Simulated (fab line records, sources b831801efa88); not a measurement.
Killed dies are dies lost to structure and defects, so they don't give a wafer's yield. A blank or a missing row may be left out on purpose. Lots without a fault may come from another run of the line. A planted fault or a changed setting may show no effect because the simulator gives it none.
A struck lot beside a sound one | flow sky130 | 14 steps out of a route of 708
Sound: wafers L245.2, L245.3, L245.5. Struck: wafers L267.1, L267.4, L267.6. The cause comes at the end.
At each step with rows: each side's tool, then ch and its chambers, then its first start. Under that, the readings that differ: sound wafers | struck wafers | difference of the means | sigmas: that difference in standard deviations of wafers without a fault.
alike: readings whose means differ by less than 2 such deviations, and words and numbers that are the same on both sides. not compared: withheld readings, readings that some wafer has no value for, bounds like >300 that may hide the same value, and numbers for which the record gives no deviation and whose values overlap.
The two part at a step that has a row with sigmas, a row that says differs or no value, or rows on one side only. Numbers that don't overlap but have no deviation are shown without sigmas and don't part them. A reading that every wafer of one side lacks parts them only if that side has two wafers or more.

first, 1 step without rows for these wafers: SKY_POLY_GATE_IMPLANT_02.
SKY_RES_PROTECT_STRIP_07: strips in O2/N2.
  sound on plasma_asher-02 ch 0,1, day 15 14:10; struck on plasma_asher-02 ch 0,1, day 23 07:19
  alike: drypump_motor_current_A, o2_flow_sccm, oes_product_au, strip_time_to_endpoint_s
  not compared: rf_hours_counter_h
SKY_RES_PROTECT_TW_MEAS_08:
  sound on film_metro-01, day 15 14:16; struck on film_metro-04, day 23 07:25
  alike: POLY_GATE_TW
then, 2 steps without rows for these wafers: SKY_RES_PROTECT_CLEAN_09 (cleans in SC1/SC2, time 150 s); SKY_POLY_GATE_CVD_03 (deposits Si3N4 from DCS/NH3, target thk 75 nm, time 1290 s).
SKY_POLY_GATE_THK_MEAS_04:
  sound on film_metro-02, day 15 15:44; struck on film_metro-02, day 23 09:55
  alike: POLY_GATE_CVD_03_THK
then, 6 steps without rows for these wafers: SKY_POLY_GATE_DEHYDRATE_05 (time 60 s); SKY_POLY_GATE_HMDS_06 (prime time 60 s); SKY_POLY_GATE_COAT_07 (resist thk 110 nm); SKY_POLY_GATE_COAT_08 (resist thk 450 nm); SKY_POLY_GATE_SOFTBAKE_09 (time 90 s); SKY_POLY_GATE_EXPOSE_10 (exposes mask P1M, target cd 150 nm).
SKY_POLY_GATE_PEB_11:
  sound on litho_track-04 ch 0, day 16 19:00; struck on litho_track-04, day 24 15:00
  reading         | sound          | struck | difference                    | sigmas
  exhaust_pa (Pa) | 45.6 44.2 45.2 | - - -  | no value on the struck wafers |
  not compared: chill_plate_temp_C
then, 1 step without rows for these wafers: SKY_POLY_GATE_DEVELOP_12 (develop time 60 s).

WHERE THEY PART
Only at SKY_POLY_GATE_PEB_11, within this record.

WHY: what the simulator had put in
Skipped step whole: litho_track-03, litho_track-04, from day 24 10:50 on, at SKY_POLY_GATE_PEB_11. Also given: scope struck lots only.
